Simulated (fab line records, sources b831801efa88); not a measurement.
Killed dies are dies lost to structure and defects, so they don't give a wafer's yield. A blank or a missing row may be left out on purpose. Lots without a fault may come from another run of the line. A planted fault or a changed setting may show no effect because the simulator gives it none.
Which tool did it? | flow sky130 | 13 lots, 37 wafers sampled, at 5 steps of a route of 708

WHAT THE GAUGES READ, wafer by wafer
SKY_CAPM_RS_MEAS_03: measures by four-point-probe.
lot  | measured     | on            | CAPM_TIN_RS (ohm/sq)
L791 | day 37 00:53 | film_metro-01 | 6.91 7.07 7.07
L793 | day 37 08:13 | film_metro-01 | 6.89 6.88 6.93
L792 | day 37 10:24 | film_metro-02 | 6.85 6.88 7.01
L794 | day 37 13:53 | film_metro-02 | 6.98 7.00 6.99
L796 | day 38 00:10 | film_metro-03 | 6.84 7.09 6.89
L798 | day 38 13:54 | film_metro-03 | 6.94 6.88 7.00
L799 | day 38 19:01 | film_metro-01 | 7.38
L803 | day 40 01:44 | film_metro-01 | 6.97 7.03 6.99
L807 | day 41 05:56 | film_metro-01 | 7.00 6.95 6.94
L810 | day 41 22:29 | film_metro-03 | 6.97 6.85 6.95
L811 | day 42 09:01 | film_metro-02 | 6.98 7.08 7.11
L812 | day 42 16:00 | film_metro-01 | 7.02 6.96 6.92
L814 | day 43 00:08 | film_metro-02 | 6.99 7.10 7.07

SKY_CAPM_THK_MEAS_04: measures by xrf.
lot  | measured     | on            | CAPM_TIN_THK (nm)
L791 | day 37 00:59 | film_metro-01 | 198.1 193.9 192.1
L793 | day 37 08:20 | film_metro-01 | 198.3 198.8 197.2
L792 | day 37 10:31 | film_metro-02 | 200.5 200.0 195.7
L794 | day 37 13:59 | film_metro-02 | 196.9 196.3 196.6
L796 | day 38 00:16 | film_metro-03 | 201.2 194.0 199.6
L798 | day 38 14:01 | film_metro-03 | 197.5 200.5 196.0
L799 | day 38 19:05 | film_metro-01 | 184.7
L803 | day 40 01:52 | film_metro-01 | 195.7 196.4 196.6
L807 | day 41 06:03 | film_metro-01 | 195.1 195.8 196.2
L810 | day 41 22:35 | film_metro-03 | 197.7 200.5 196.3
L811 | day 42 09:07 | film_metro-02 | 196.4 194.1 192.9
L812 | day 42 16:07 | film_metro-01 | 195.8 197.1 198.2
L814 | day 43 00:16 | film_metro-02 | 196.4 192.1 192.8

WHICH TOOL RAN EACH LOT (tool, then ch and the chambers of the sampled wafers, then the start)
lot  | SKY_VIA2_ETCH_14                   | SKY_VIA2_ETCH_15                   | SKY_CAPM_SPUTTER_02
L791 | rie_diel-01 ch 0,1,3, day 36 23:07 | rie_diel-01 ch 0,1,3, day 36 23:10 | pvd_sputter-01, day 37 00:44
L793 | rie_diel-03 ch 0,2,3, day 37 06:29 | rie_diel-03 ch 0,2,3, day 37 06:32 | pvd_sputter-02, day 37 08:06
L792 | rie_diel-03 ch 0,1,3, day 37 08:41 | rie_diel-03 ch 0,1,3, day 37 08:44 | pvd_sputter-04, day 37 10:17
L794 | rie_diel-04 ch 0,2, day 37 12:07   | rie_diel-04 ch 0,2, day 37 12:10   | pvd_sputter-04, day 37 13:44
L796 | rie_diel-01 ch 0,1, day 37 22:25   | rie_diel-01 ch 0,1, day 37 22:28   | pvd_sputter-01, day 38 00:01
L798 | rie_diel-03 ch 1,2, day 38 12:10   | rie_diel-03 ch 1,2, day 38 12:13   | pvd_sputter-02, day 38 13:46
L799 | rie_diel-03 ch 1, day 38 17:11     | rie_diel-03 ch 1, day 38 17:14     | pvd_sputter-01, day 38 18:52
L803 | rie_diel-01 ch 0,2,3, day 40 00:01 | rie_diel-01 ch 0,2,3, day 40 00:04 | pvd_sputter-04, day 40 01:38
L807 | rie_diel-03 ch 0,1, day 41 04:13   | rie_diel-03 ch 0,1, day 41 04:16   | pvd_sputter-02, day 41 05:49
L810 | rie_diel-03 ch 0,1,2, day 41 20:20 | rie_diel-03 ch 0,1,2, day 41 20:23 | pvd_sputter-04, day 41 22:21
L811 | rie_diel-03 ch 0,2,3, day 42 07:16 | rie_diel-03 ch 0,2,3, day 42 07:19 | pvd_sputter-04, day 42 08:53
L812 | rie_diel-04 ch 2,3, day 42 14:16   | rie_diel-04 ch 2,3, day 42 14:19   | pvd_sputter-02, day 42 15:52
L814 | rie_diel-01 ch 0,3, day 42 22:25   | rie_diel-01 ch 0,3, day 42 22:28   | pvd_sputter-04, day 43 00:02
- SKY_VIA2_ETCH_14: etches BARC in N2/H2, stops on SiO2, time 45.9 s, target depth 60 nm.
- SKY_VIA2_ETCH_15: etches SiO2 in C4F8/O2/Ar, stops on TiN, target depth 546 nm, time 84 s.
- SKY_CAPM_SPUTTER_02: material TiN, target thk 200 nm, time 166.7 s.

WHAT THE TOOLS THEMSELVES READ (means of the sampled wafers that have a number; where no wafer has one, the mark that the record gives instead)
SKY_VIA2_ETCH_14.
lot  | tool        | drypump_motor_current_A (A) | oes_product_au (a.u.) | throttle_valve_pct (%)
L791 | rie_diel-01 | 5.5                         | 0.854                 | 13.226
L793 | rie_diel-03 | 5.7                         | 0.855                 | 13.222
L792 | rie_diel-03 | 5.4                         | 0.855                 | 13.215
L794 | rie_diel-04 | 6.1                         | 0.848                 | 13.225
L796 | rie_diel-01 | 5.3                         | 0.851                 | 13.226
L798 | rie_diel-03 | 5.2                         | 0.855                 | 13.221
L799 | rie_diel-03 | 4.9                         | 0.856                 | 13.226
L803 | rie_diel-01 | 5.7                         | 0.857                 | 13.226
L807 | rie_diel-03 | 5.2                         | 0.858                 | 13.221
L810 | rie_diel-03 | 5.5                         | 0.857                 | 13.231
L811 | rie_diel-03 | 5.7                         | 0.859                 | 13.230
L812 | rie_diel-04 | 5.8                         | 0.853                 | 13.216
L814 | rie_diel-01 | 5.4                         | 0.853                 | 13.237

SKY_VIA2_ETCH_15.
lot  | tool        | oes_product_au (a.u.)
L791 | rie_diel-01 | 0.943
L793 | rie_diel-03 | 0.939
L792 | rie_diel-03 | 0.940
L794 | rie_diel-04 | 0.936
L796 | rie_diel-01 | 0.937
L798 | rie_diel-03 | 0.942
L799 | rie_diel-03 | 0.942
L803 | rie_diel-01 | 0.940
L807 | rie_diel-03 | 0.939
L810 | rie_diel-03 | 0.944
L811 | rie_diel-03 | 0.936
L812 | rie_diel-04 | 0.939
L814 | rie_diel-01 | 0.937

SKY_CAPM_SPUTTER_02.
lot  | tool           | cathode_dc_power_W (W) | chamber_pressure_pa (Pa) | throttle_valve_pct (%)
L791 | pvd_sputter-01 | 6499.7                 | 0.4004                   | 29.5
L793 | pvd_sputter-02 | 6499.4                 | 0.4002                   | 30.0
L792 | pvd_sputter-04 | 6499.7                 | 0.3996                   | 30.0
L794 | pvd_sputter-04 | 6500.3                 | 0.3993                   | 29.8
L796 | pvd_sputter-01 | 6499.0                 | 0.4000                   | 30.5
L798 | pvd_sputter-02 | 6500.0                 | 0.4003                   | 30.5
L799 | pvd_sputter-01 | 6197.4                 | 0.3996                   | 29.3
L803 | pvd_sputter-04 | 6500.5                 | 0.4005                   | 29.6
L807 | pvd_sputter-02 | 6499.3                 | 0.4005                   | 30.3
L810 | pvd_sputter-04 | 6498.6                 | 0.4006                   | 30.7
L811 | pvd_sputter-04 | 6500.3                 | 0.4005                   | 30.1
L812 | pvd_sputter-02 | 6499.8                 | 0.3995                   | 30.3
L814 | pvd_sputter-04 | 6500.8                 | 0.4001                   | 30.4

THE ANSWER, worked out from the rows above alone
Rule: what is usual is taken from the lots themselves. Put in order of their means at a reading, lots are off if they are a third of the lots or fewer, leave a main group of 4 or more, and stand apart from it by a gap of 3 or more times the standard deviation of the main group's means; of several such gaps the widest counts. A main group whose means are all the same, to the digits that the tables above print for the reading, isn't used. A lot without any number at a reading at which 4 lots or more have one is off too. The other lots that the step has rows for count as sound. The gauges are gone through in route order, then the tools' own readings, and for those a lot's mean is taken as printed above. The first step at which some lot is off is used, and at that step the reading that is off furthest; a lot without a number counts as furthest.
Off: L799, at SKY_CAPM_RS_MEAS_03 (CAPM_TIN_RS). The main group: mean 6.97 ohm/sq, standard deviation 0.05.
A tool fits if, at a process step before that reading, it ran every lot that is off, and no sound lot after the first of them. The gauges at SKY_CAPM_RS_MEAS_03 aren't tried: what is off there is off at SKY_CAPM_SPUTTER_02 too, on other tools, and a gauge's error can't cause that. One fits: pvd_sputter-01 at SKY_CAPM_SPUTTER_02. Its last sound lot is L796 (day 38 00:01), its first lot that is off L799 (day 38 18:52): a fault that began between those two fits.
The tool's own readings at SKY_CAPM_SPUTTER_02 bear it out: on the lots that are off they differ by more than 5 times the standard deviation of the sound lots' means. cathode_dc_power_W reads 6197.4 W there against 6499.8 W on the sound lots.

WHAT THE SIMULATOR HAD PUT IN
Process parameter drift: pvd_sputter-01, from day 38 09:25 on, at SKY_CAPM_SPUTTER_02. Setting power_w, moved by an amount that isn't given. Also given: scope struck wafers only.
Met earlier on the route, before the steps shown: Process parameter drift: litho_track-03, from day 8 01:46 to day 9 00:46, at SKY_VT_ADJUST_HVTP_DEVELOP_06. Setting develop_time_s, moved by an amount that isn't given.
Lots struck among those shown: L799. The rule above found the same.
